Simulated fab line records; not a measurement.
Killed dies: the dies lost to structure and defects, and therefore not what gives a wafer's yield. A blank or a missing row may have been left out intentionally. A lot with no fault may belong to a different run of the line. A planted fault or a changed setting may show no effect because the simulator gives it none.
One fault seen from 2 desks | flow gf180mcu | every desk sees just its own numbers, and what lay behind them comes last

## FROM THE METROLOGY DESK
What the gauges read, lot by lot, whatever tool the lot ran on: means of the sampled wafers that have a number. A lot is out of limits, marked OUT, if its mean lies more than 4 standard deviations from the usual mean; the brackets give that distance.
Columns: A = M4_OVL at GF_M4_OVL_MEAS_15, usual -1 nm
lot  | first seen here | A
L522 | day 23 09:22    | -5
L523 | day 23 14:13    | 3
L524 | day 24 03:19    | 6
L526 | day 25 02:59    | 4
L527 | day 25 05:37    | 2
L529 | day 26 03:19    | -12
L530 | day 26 07:08    | -4
L532 | day 26 19:26    | 7
L538 | day 28 17:05    | 4
L539 | day 29 00:43    | 0
L541 | day 29 10:58    | 5
L544 | day 30 10:55    | -6
This desk's verdict: no lot among the 12 shows anything out of limits.

## TOOL OWNER'S DESK, plasmaAsher-04
The tool's own readings at GF_M4_STRIP_17 (strips in O2/N2): means of the sampled wafers that have a number, for each lot that ran on this tool. A lot is out of limits, marked OUT, if its mean lies more than 4 standard deviations from the usual mean; the brackets give that distance.
Columns: A = drypumpMotorCurrentA at GF_M4_STRIP_17, usual 5.77 A; B = heaterPowerW at GF_M4_STRIP_17, usual 304 W; C = n2FlowSccm at GF_M4_STRIP_17, usual 299.8 sccm; D = oesProductAu at GF_M4_STRIP_17, usual 0.538 a.u.; E = stripTimeToEndpointS at GF_M4_STRIP_17, usual 7.39 s
lot  | first seen here | A    | B   | C     | D     | E
L522 | day 23 09:32    | 5.63 | 312 | 300.5 | 0.540 | 7.43
L523 | day 23 14:31    | 5.53 | 305 | 298.3 | 0.541 | 7.41
L524 | day 24 03:29    | 5.39 | 300 | 300.3 | 0.534 | 7.39
L526 | day 25 03:10    | 5.50 | 308 | 299.6 | 0.541 | 7.38
L532 | day 26 19:37    | 5.51 | 309 | 299.2 | 0.535 | 7.40
L538 | day 28 17:17    | 5.63 | 307 | 299.3 | 0.536 | 7.47
L539 | day 29 00:55    | 5.62 | 309 | 299.0 | 0.535 | 7.38
This desk's verdict: no lot among the 7 shows anything out of limits.

## ALL TOGETHER
Metrology desk: nothing out of limits seen.
The tool owner's desk saw nothing out of limits.

## WHAT THE SIMULATOR HAD PUT IN
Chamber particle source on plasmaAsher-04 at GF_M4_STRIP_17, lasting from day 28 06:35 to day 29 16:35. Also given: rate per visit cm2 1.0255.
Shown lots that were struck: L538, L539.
